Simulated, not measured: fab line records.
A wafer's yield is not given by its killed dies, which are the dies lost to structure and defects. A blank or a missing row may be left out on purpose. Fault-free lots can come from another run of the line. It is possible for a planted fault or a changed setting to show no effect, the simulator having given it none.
Check for tools in common	flow gf180mcu	Sample size 14 lots and 42 wafers

## WHY IT WAS OPENED
2 of 14 lots carry a flag on the reading PSD_TW at GF_PSD_TW_MEAS_11. Wafers without a fault read 3188, standard deviation 29.
Rule: a lot is flagged when every wafer of it that has a number lies more than 4 standard deviations from that mean, or none has a number. The other lots count as sound.

lot	measured	on	PSD_TW, wafer by wafer	flag
L948	day 14 08:41	film-metro-04	3235 3230 3230	
L949	day 14 19:17	film-metro-03	3141 3156 3142	
L950	day 15 01:10	film-metro-04	3195 3200 3218	
L951	day 15 11:20	film-metro-04	3223 3210 3203	
L952	day 15 19:05	film-metro-04	3211 3213 3207	
L953	day 16 00:17	film-metro-01	3217 3190 3200	
L955	day 16 18:43	film-metro-03	3127 3149 3142	
L957	day 17 10:50	film-metro-03	3158 3139 3141	
L960	day 18 11:26	film-metro-03	30 30 30	FLAGGED
L961	day 19 00:08	film-metro-01	30 30 30	FLAGGED
L968	day 21 08:57	film-metro-04	3215 3204 3191	
L969	day 21 10:48	film-metro-04	3202 3196 3186	
L970	day 21 19:13	film-metro-04	3191 3190 3208	
L971	day 22 13:23	film-metro-01	3196 3204 3180	
Flagged lots average 30: -3158 relative to the usual, that is -99 or more standard deviations.

## EACH LOT AND THE TOOL IT RAN ON
2 process steps preceding the reading are held in the record, out of 602 steps in the route. Read each cell as the tool, then ch plus the chambers that the sampled wafers visited, then the start.
lot	flag	GF_NSD_STRIP_11	GF_PSD_STRIP_10
L948		plasma-asher-02 ch 0,1, day 13 11:40	plasma-asher-03 ch 0,1, day 14 08:35
L949		plasma-asher-04 ch 0,1, day 13 22:43	plasma-asher-01 ch 0,1, day 14 19:11
L950		plasma-asher-03 ch 1, day 14 03:31	plasma-asher-04 ch 0,1, day 15 01:04
L951		plasma-asher-03 ch 0,1, day 14 13:40	plasma-asher-01 ch 0,1, day 15 11:14
L952		plasma-asher-02 ch 0,1, day 14 21:17	plasma-asher-04 ch 0, day 15 18:59
L953		plasma-asher-03 ch 0,1, day 15 02:07	plasma-asher-04 ch 0,1, day 16 00:11
L955		plasma-asher-02 ch 0, day 15 19:38	plasma-asher-03 ch 0, day 16 18:37
L957		plasma-asher-03 ch 0,1, day 16 12:08	plasma-asher-01 ch 0,1, day 17 10:43
L960	FLAGGED	plasma-asher-02 ch 0,1, day 17 11:46	plasma-asher-03 ch 0,1, day 18 11:20
L961	FLAGGED	plasma-asher-02 ch 0,1, day 18 00:00	plasma-asher-01 ch 0,1, day 19 00:03
L968		plasma-asher-04 ch 0,1, day 20 08:38	plasma-asher-01 ch 0,1, day 21 08:51
L969		plasma-asher-02 ch 0,1, day 20 10:31	plasma-asher-04 ch 0,1, day 21 10:42
L970		plasma-asher-02 ch 0,1, day 20 18:58	plasma-asher-04 ch 0,1, day 21 19:07
L971		plasma-asher-04 ch 0,1, day 21 13:43	plasma-asher-01 ch 0,1, day 22 13:16
What is done by these steps:
- GF_NSD_STRIP_11: strips in O2/N2.
- GF_PSD_STRIP_10: strips in O2/N2.
- GF_PSD_TW_MEAS_11

## FLAGGED AGAINST TOTAL, ONE TOOL AT A TIME (gauges that did the reading follow at the end)
step	tool	lots run	flagged	share of the flagged lots	sound lots run after its first flagged lot
GF_NSD_STRIP_11	plasma-asher-02	7	2	all	2 (L969,L970)
GF_NSD_STRIP_11	plasma-asher-03	4	0	none	-
GF_NSD_STRIP_11	plasma-asher-04	3	0	none	-
GF_PSD_STRIP_10	plasma-asher-01	6	1	some	2 (L968,L971)
GF_PSD_STRIP_10	plasma-asher-03	3	1	some	0
GF_PSD_STRIP_10	plasma-asher-04	5	0	none	-
GF_PSD_TW_MEAS_11	film-metro-01	3	1	some	1 (L971)
GF_PSD_TW_MEAS_11	film-metro-03	4	1	some	0
GF_PSD_TW_MEAS_11	film-metro-04	7	0	none	-

## WHAT THE TABLE ALLOWS
In the table, 1 row covers all flagged lots: plasma-asher-02 at GF_NSD_STRIP_11.
- plasma-asher-02 at GF_NSD_STRIP_11: 2 of its 7 lots flagged. After the first flagged lot (L969, L970), sound lots still ran on it; a lasting fault on the whole tool would not permit that. On the flagged lots its readings are blank where sound lots have values: chamber-pressure-mTorr, drypump-motor-current-A, heater-power-w, oes-product-au and 1 more.
There is no row in the table that ran each flagged lot and no sound lot after the first.

## WHAT HAD BEEN PUT IN BY THE SIMULATOR
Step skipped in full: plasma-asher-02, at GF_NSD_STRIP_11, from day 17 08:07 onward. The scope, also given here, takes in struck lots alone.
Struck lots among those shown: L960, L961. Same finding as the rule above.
